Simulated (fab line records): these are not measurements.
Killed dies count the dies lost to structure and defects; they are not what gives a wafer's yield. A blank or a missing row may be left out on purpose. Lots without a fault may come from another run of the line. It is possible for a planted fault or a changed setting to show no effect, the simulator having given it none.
Which tool was responsible? / flow sky130 / 7 lots, 21 wafers sampled, at 5 steps of a route of 708

## WHAT THE GAUGES READ, wafer by wafer
SKY_VT_ADJUST_NCORE_TW_MEAS_11.
lot=L892; measured=day 10 09:07; on=filmMetro-01; VT_ADJUST_NCORE_TW=29.7 29.7 29.7
lot=L895; measured=day 11 08:39; on=filmMetro-03; VT_ADJUST_NCORE_TW=215.8 215.8 216.2
lot=L903; measured=day 13 03:36; on=filmMetro-02; VT_ADJUST_NCORE_TW=215.2 214.2 215.6
lot=L906; measured=day 14 00:12; on=filmMetro-02; VT_ADJUST_NCORE_TW=214.1 214.5 213.9
lot=L908; measured=day 14 14:39; on=filmMetro-01; VT_ADJUST_NCORE_TW=218.1 218.2 218.1
lot=L910; measured=day 15 02:04; on=filmMetro-03; VT_ADJUST_NCORE_TW=217.0 215.4 216.2
lot=L912; measured=day 15 14:09; on=filmMetro-01; VT_ADJUST_NCORE_TW=218.1 218.9 217.7

## TOOL THAT RAN EACH LOT (tool first, then ch and the chambers of the sampled wafers, then the start)
lot=L892; SKY_FIELD_ISO_CMP_27=cmp-02 ch 0,1, day 3 02:50; SKY_NWELL_STRIP_14=plasmaAsher-03 ch 0,1, day 5 14:55; SKY_VT_ADJUST_LVTN_STRIP_20=plasmaAsher-02 ch 0,1, day 9 09:58; SKY_VT_ADJUST_NCORE_STRIP_10=plasmaAsher-02 ch 0,1, day 10 09:02
lot=L895; SKY_FIELD_ISO_CMP_27=cmp-02 ch 1,2, day 3 21:30; SKY_NWELL_STRIP_14=plasmaAsher-04 ch 0,1, day 6 13:09; SKY_VT_ADJUST_LVTN_STRIP_20=plasmaAsher-03 ch 0,1, day 10 09:51; SKY_VT_ADJUST_NCORE_STRIP_10=plasmaAsher-02 ch 0,1, day 11 08:33
lot=L903; SKY_FIELD_ISO_CMP_27=cmp-02 ch 0,2,3, day 5 11:27; SKY_NWELL_STRIP_14=plasmaAsher-03 ch 0,1, day 8 06:41; SKY_VT_ADJUST_LVTN_STRIP_20=plasmaAsher-03 ch 0,1, day 12 03:00; SKY_VT_ADJUST_NCORE_STRIP_10=plasmaAsher-04 ch 0,1, day 13 03:30
lot=L906; SKY_FIELD_ISO_CMP_27=cmp-01 ch 0,3, day 6 03:28; SKY_NWELL_STRIP_14=plasmaAsher-04 ch 0,1, day 9 01:17; SKY_VT_ADJUST_LVTN_STRIP_20=plasmaAsher-03 ch 0, day 12 23:29; SKY_VT_ADJUST_NCORE_STRIP_10=plasmaAsher-04 ch 0,1, day 14 00:06
lot=L908; SKY_FIELD_ISO_CMP_27=cmp-02 ch 0,1,3, day 6 14:50; SKY_NWELL_STRIP_14=plasmaAsher-02 ch 0,1, day 9 15:53; SKY_VT_ADJUST_LVTN_STRIP_20=plasmaAsher-02 ch 0,1, day 13 13:00; SKY_VT_ADJUST_NCORE_STRIP_10=plasmaAsher-01 ch 0,1, day 14 14:33
lot=L910; SKY_FIELD_ISO_CMP_27=cmp-02 ch 0,1,3, day 7 01:43; SKY_NWELL_STRIP_14=plasmaAsher-02 ch 0,1, day 10 01:52; SKY_VT_ADJUST_LVTN_STRIP_20=plasmaAsher-03 ch 0,1, day 14 00:16; SKY_VT_ADJUST_NCORE_STRIP_10=plasmaAsher-01 ch 0,1, day 15 01:59
lot=L912; SKY_FIELD_ISO_CMP_27=cmp-02 ch 1,2, day 7 10:40; SKY_NWELL_STRIP_14=plasmaAsher-04 ch 0,1, day 10 11:50; SKY_VT_ADJUST_LVTN_STRIP_20=plasmaAsher-02 ch 0,1, day 14 11:37; SKY_VT_ADJUST_NCORE_STRIP_10=plasmaAsher-02 ch 0,1, day 15 14:02
- SKY_FIELD_ISO_CMP_27: polishes, stops on Si3N4, t overpolish 16 s, target thk 457.8 nm.
- SKY_NWELL_STRIP_14: strips in O2/N2.
- SKY_VT_ADJUST_LVTN_STRIP_20: strips in O2/N2.
- SKY_VT_ADJUST_NCORE_STRIP_10: strips in O2/N2.

## THE ANSWER, worked out from the rows above alone
Rule: the lots themselves supply what counts as usual. The widest of any qualifying gaps counts: lots, ordered by their means at a reading, are off when they make up no more than a third of the lots, leave a main group of 4 or more, and stand apart from it by 3 or more times the standard deviation of that group's means. A main group whose means are all the same, to the digits that the tables above print for the reading, isn't used. Also off: a lot with no number at a reading for which 4 or more lots have one. Any other lot the step has rows for is counted as sound.
Off: L892, at SKY_VT_ADJUST_NCORE_TW_MEAS_11 (VT_ADJUST_NCORE_TW). Main group: mean 216.3, sd 1.5.
If a tool, at a process step before that reading, ran all the lots that are off and no sound lot after the first of them, it fits. Gauges at SKY_VT_ADJUST_NCORE_TW_MEAS_11: tried the same way as those tools. None of those tried fits.

## WHAT WAS PUT IN BY THE SIMULATOR
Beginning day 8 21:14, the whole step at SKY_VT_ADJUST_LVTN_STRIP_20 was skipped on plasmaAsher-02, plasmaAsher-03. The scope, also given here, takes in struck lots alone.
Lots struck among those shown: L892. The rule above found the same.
